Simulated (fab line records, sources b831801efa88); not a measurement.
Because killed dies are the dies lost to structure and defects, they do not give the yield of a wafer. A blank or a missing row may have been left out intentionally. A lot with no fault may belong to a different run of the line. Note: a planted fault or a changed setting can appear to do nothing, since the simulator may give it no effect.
Problem report, 8D (eight disciplines) form, completed by code :: flow sky130 :: the parts of the form that need people (team, actions taken, sign-off) are left out

1. WHAT WENT WRONG
Mean of beamEnergyKeV at SKY_LDD_LDN_IMPLANT_09: 13.810 across 6 wafers in 2 lots; on wafers with no fault it is 14.999 (standard deviation 0.0045). That is -99 or more standard deviations from the usual mean.
Earliest sighting: wafer L567.1 on implanter-01 at day 24 22:58. The record holds 18 wafers of 6 lots with a number at this step. The rule behind "out" and "out of limits": a value lying over 4 standard deviations away from the usual mean. The other wafers with a number count as sound.

2. WHAT IT IS; WHAT IT IS NOT
question: which readings at this step
is: beamEnergyKeV
is not: doseIonsCm2

question: which lots
is: L567, L568
is not: L563, L579, L580, L584

question: which wafers of those lots
is: all that have a number
is not: -

question: read on which tools
is: implanter-01
is not: implanter-03

question: when
is: from day 24 22:58
is not: up to then (3 sound wafers); but 9 sound wafers of L579, L580, L584 came after

3. THE SUSPECTS, EACH WITH WHAT RULES IT OUT
Counting: a tool at a process step up to the reading stays a suspect if it ran every lot that is out and no sound lot after the first of them.
- implanter-01 at SKY_LDD_LDN_IMPLANT_09: ruled out as a lasting fault. The sound lots L580 went through it after L567, its earliest lot that is out (day 24 22:58).
Left after counting: nothing in the record.

4. THE CAUSE (what the simulator had put in)
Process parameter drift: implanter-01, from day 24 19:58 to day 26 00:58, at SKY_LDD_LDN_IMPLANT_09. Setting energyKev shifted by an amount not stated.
Counting ruled it out, wrongly.

5. THE EFFECT CHAIN, in route order
Rows list readings where the struck wafers' mean (over those with a number) sits beyond 3 standard deviations from the usual. Readings are gone through only where the record gives a usual standard deviation; hours: the median, over the lots, of the time from a lot's start at the first step in this table giving one to that lot's start at this step; sigmas: the change measured in usual standard deviations.
hours: 0
step: SKY_LDD_LDN_IMPLANT_09
reading: beamEnergyKeV
usual: 14.999
on struck wafers: 13.810
change: -1.189
sigmas: -99 or more
Its process steps:
- SKY_LDD_LDN_IMPLANT_09

6. HOW IT WOULD HAVE BEEN CAUGHT EARLIER
3 hours passed between the start of the fault at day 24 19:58 and the first reading out of limits in this record, taken at day 24 22:58.
